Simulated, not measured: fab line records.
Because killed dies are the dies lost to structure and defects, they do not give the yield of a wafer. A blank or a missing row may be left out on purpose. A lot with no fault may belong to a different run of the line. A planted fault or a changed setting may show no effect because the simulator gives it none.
What tool caused it?    flow sky130    33 wafers from 11 lots sampled at 3 of the route's 708 steps

WHAT THE GAUGES READ, wafer by wafer
SKY_SD_N_RS_MEAS_16: uses a four-point probe to measure.
lot   measured      on             SD_N_RS (ohm/sq)
L516  day 28 12:20  film metro-02  68.55 68.64 68.68
L518  day 29 06:57  film metro-03  68.47 68.61 68.47
L519  day 29 23:33  film metro-03  68.57 68.47 68.47
L523  day 31 05:49  film metro-01  68.40 68.63 68.60
L524  day 31 17:53  film metro-03  68.80 68.69 68.54
L525  day 31 21:12  film metro-02  68.67 68.58 68.63
L527  day 32 07:25  film metro-01  68.38 68.22 68.49
L533  day 34 03:40  film metro-01  68.59 68.59 68.45
L535  day 34 15:19  film metro-02  70.34 70.08 70.01
L536  day 35 03:26  film metro-01  70.06 69.91 70.03
L537  day 35 12:36  film metro-02  68.78 68.70 68.68

TOOL THAT RAN EACH LOT (tool first, then ch and the chambers of the sampled wafers, then the start)
lot   SKY_SD_N_IMPLANT_09              SKY_SD_N_STRIP_11
L516  implanter-01 ch 0, day 28 11:40  plasma asher-04 ch 0,1, day 28 11:58
L518  implanter-01 ch 0, day 29 06:16  plasma asher-04 ch 1, day 29 06:34
L519  implanter-01 ch 0, day 29 22:52  plasma asher-01 ch 0,1, day 29 23:10
L523  implanter-04 ch 0, day 31 05:09  plasma asher-03 ch 0, day 31 05:25
L524  implanter-01 ch 0, day 31 17:13  plasma asher-01 ch 0,1, day 31 17:31
L525  implanter-01 ch 0, day 31 20:13  plasma asher-01 ch 0,1, day 31 20:49
L527  implanter-04 ch 0, day 32 06:44  plasma asher-04 ch 0, day 32 07:01
L533  implanter-01 ch 0, day 34 02:58  plasma asher-01 ch 0,1, day 34 03:16
L535  implanter-01 ch 0, day 34 14:38  plasma asher-03 ch 0, day 34 14:55
L536  implanter-01 ch 0, day 35 02:45  plasma asher-04 ch 1, day 35 03:01
L537  implanter-04 ch 0, day 35 11:55  plasma asher-01 ch 0,1, day 35 12:13
- SKY_SD_N_IMPLANT_09
- SKY_SD_N_STRIP_11: strips in O2/N2.

THE ANSWER, worked out from the rows above alone
Rule: usual is defined by the lots themselves. Put in order of their means at a reading, lots are off if they are a third of the lots or fewer, leave a main group of 4 or more, and stand apart from it by a gap of 3 or more times the standard deviation of the main group's means; of several such gaps the widest counts. A main group whose means are all the same, to the digits that the tables above print for the reading, isn't used. Also off: a lot with no number at a reading for which 4 or more lots have one. Where the step has rows for the other lots, those lots are counted as sound.
Off: L535, L536, seen at SKY_SD_N_RS_MEAS_16 (SD_N_RS). The main group: mean 68.57 ohm/sq, standard deviation 0.1.
A tool fits if, at a process step before that reading, it ran every lot that is off, and no sound lot after the first of them. Those tools and the gauges at SKY_SD_N_RS_MEAS_16 are tried in the same way. One fits: SKY_SD_N_IMPLANT_09 on implanter-01. Its last sound lot is L533 (day 34 02:58), its first lot that is off L535 (day 34 14:38): a fault that began between those two fits.

WHAT THE SIMULATOR HAD INSERTED
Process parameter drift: implanter-01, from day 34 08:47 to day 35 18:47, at SKY_SD_N_IMPLANT_09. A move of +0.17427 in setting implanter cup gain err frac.
Struck lots among those shown: L535, L536. The same result came from the rule above.
